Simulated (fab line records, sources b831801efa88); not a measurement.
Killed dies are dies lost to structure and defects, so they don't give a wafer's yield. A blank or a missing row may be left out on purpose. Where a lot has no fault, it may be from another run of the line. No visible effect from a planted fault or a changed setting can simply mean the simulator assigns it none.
Check for tools in common + flow gf180mcu + Lots sampled 14, wafers sampled 42

== REASON IT WAS OPENED ==
2 of 14 lots carry a flag on the reading PSD_TW at GF_PSD_TW_MEAS_11. Fault-free wafers read 3167, with a standard deviation of 32.
Rule: a lot gets a flag if all its wafers with a number sit over 4 standard deviations from that mean, or if no wafer of it has a number. All remaining lots are regarded as sound.

| lot  | measured     | on            | PSD_TW, wafer by wafer | flag    |
|------|--------------|---------------|------------------------|---------|
| L897 | day 14 03:50 | film metro-04 | 3148 3140 3147         |         |
| L901 | day 15 16:53 | film metro-01 | 3197 3173 3190         |         |
| L907 | day 17 07:48 | film metro-04 | 30 30 30               | FLAGGED |
| L908 | day 17 17:08 | film metro-01 | 30 30 30               | FLAGGED |
| L909 | day 18 11:28 | film metro-04 | 3150 3123 3129         |         |
| L910 | day 18 13:08 | film metro-01 | 3189 3196 3174         |         |
| L911 | day 19 03:11 | film metro-01 | 3176 3190 3177         |         |
| L912 | day 19 22:44 | film metro-01 | 3177 3184 3177         |         |
| L915 | day 21 06:38 | film metro-01 | 3222 3213 3203         |         |
| L916 | day 21 21:44 | film metro-04 | 3136 3136 3143         |         |
| L917 | day 22 06:17 | film metro-01 | 3207 3200 3206         |         |
| L919 | day 22 14:44 | film metro-04 | 3114 3116 3121         |         |
| L920 | day 22 15:53 | film metro-01 | 3182 3220 3209         |         |
| L918 | day 22 17:08 | film metro-01 | 3215 3197 3218         |         |
On average the flagged lots' numbers are 30, which is -3137 against the usual, or -98 standard deviations.

== EACH LOT AND THE TOOL IT RAN ON ==
The record holds 3 process steps before the reading, out of a route of 602 steps. In each cell: the tool, then ch and the chambers that the sampled wafers went through, then the start.
| lot  | flag    | GF_STI_ETCH_14                  | GF_NSD_STRIP_11                      | GF_PSD_STRIP_10                      |
|------|---------|---------------------------------|--------------------------------------|--------------------------------------|
| L897 |         | rie si-02 ch 2,3, day 2 01:10   | plasma asher-02 ch 0, day 13 06:40   | plasma asher-01 ch 0,1, day 14 03:43 |
| L901 |         | rie si-01 ch 0,1,2, day 2 22:02 | plasma asher-03 ch 0,1, day 14 19:47 | plasma asher-02 ch 0,1, day 15 16:47 |
| L907 | FLAGGED | rie si-01 ch 0,1,2, day 4 05:04 | plasma asher-03 ch 0,1, day 16 09:10 | plasma asher-02 ch 0,1, day 17 07:43 |
| L908 | FLAGGED | rie si-01 ch 1,3, day 4 10:25   | plasma asher-02 ch 0,1, day 16 18:25 | plasma asher-04 ch 0,1, day 17 17:04 |
| L909 |         | rie si-01 ch 0,1,3, day 4 16:07 | plasma asher-03 ch 0,1, day 17 11:44 | plasma asher-02 ch 0,1, day 18 11:22 |
| L910 |         | rie si-01 ch 0,1,2, day 4 21:40 | plasma asher-01 ch 0,1, day 17 13:09 | plasma asher-02 ch 0,1, day 18 13:04 |
| L911 |         | rie si-01 ch 0,2, day 5 02:02   | plasma asher-03 ch 0,1, day 18 04:34 | plasma asher-02 ch 0,1, day 19 03:06 |
| L912 |         | rie si-02 ch 0,3, day 5 06:31   | plasma asher-01 ch 0,1, day 18 22:53 | plasma asher-02 ch 1, day 19 22:37   |
| L915 |         | rie si-02 ch 0,1,2, day 5 23:56 | plasma asher-03 ch 0,1, day 20 06:25 | plasma asher-04 ch 1, day 21 06:32   |
| L916 |         | rie si-01 ch 0,1, day 6 05:19   | plasma asher-03 ch 1, day 20 21:29   | plasma asher-04 ch 0,1, day 21 21:38 |
| L917 |         | rie si-02 ch 0,2,3, day 6 12:13 | plasma asher-02 ch 0,1, day 21 06:20 | plasma asher-02 ch 0,1, day 22 06:11 |
| L919 |         | rie si-01 ch 0,3, day 6 22:37   | plasma asher-03 ch 0,1, day 21 15:25 | plasma asher-02 ch 0,1, day 22 14:38 |
| L920 |         | rie si-02 ch 0,2, day 7 03:52   | plasma asher-03 ch 0,1, day 21 16:32 | plasma asher-02 ch 1, day 22 15:48   |
| L918 |         | rie si-02 ch 0,2,3, day 6 22:20 | plasma asher-03 ch 0,1, day 21 17:29 | plasma asher-01 ch 0, day 22 17:01   |
What these steps do:
- GF_STI_ETCH_14: etches Si in HBr/Cl2/O2, target depth 360 nm, time 102.9 s.
- GF_NSD_STRIP_11: strips in O2/N2.
- GF_PSD_STRIP_10: strips in O2/N2.
- GF_PSD_TW_MEAS_11

== FLAGGED OVER TOTAL, TOOL BY TOOL (the gauges that took the reading come last) ==
| step              | tool            | lots run | flagged | share of the flagged lots | sound lots run after its first flagged lot |
|-------------------|-----------------|----------|---------|---------------------------|--------------------------------------------|
| GF_STI_ETCH_14    | rie si-01       | 8        | 2       | all                       | 5 (L909,L910,L911,L916,L919)               |
| GF_STI_ETCH_14    | rie si-02       | 6        | 0       | none                      | -                                          |
| GF_NSD_STRIP_11   | plasma asher-01 | 2        | 0       | none                      | -                                          |
| GF_NSD_STRIP_11   | plasma asher-02 | 3        | 1       | some                      | 1 (L917)                                   |
| GF_NSD_STRIP_11   | plasma asher-03 | 9        | 1       | some                      | 7 (L909,L911,L915,L916,L919,L920,L918)     |
| GF_PSD_STRIP_10   | plasma asher-01 | 2        | 0       | none                      | -                                          |
| GF_PSD_STRIP_10   | plasma asher-02 | 9        | 1       | some                      | 7 (L909,L910,L911,L912,L917,L919,L920)     |
| GF_PSD_STRIP_10   | plasma asher-04 | 3        | 1       | some                      | 2 (L915,L916)                              |
| GF_PSD_TW_MEAS_11 | film metro-01   | 9        | 1       | some                      | 7 (L910,L911,L912,L915,L917,L920,L918)     |
| GF_PSD_TW_MEAS_11 | film metro-04   | 5        | 1       | some                      | 3 (L909,L916,L919)                         |

== WHAT THE TABLE PERMITS ==
1 row of the table ran every flagged lot: rie si-01 at GF_STI_ETCH_14.
- rie si-01 at GF_STI_ETCH_14 ran 8 lots, 2 of them flagged. After the first flagged lot (L909, L910, L911, L916, L919), sound lots still ran on it; a lasting fault on the whole tool would not permit that.
No row of the table ran every flagged lot and no sound lot after the first.

== WHAT THE SIMULATOR HAD PUT IN ==
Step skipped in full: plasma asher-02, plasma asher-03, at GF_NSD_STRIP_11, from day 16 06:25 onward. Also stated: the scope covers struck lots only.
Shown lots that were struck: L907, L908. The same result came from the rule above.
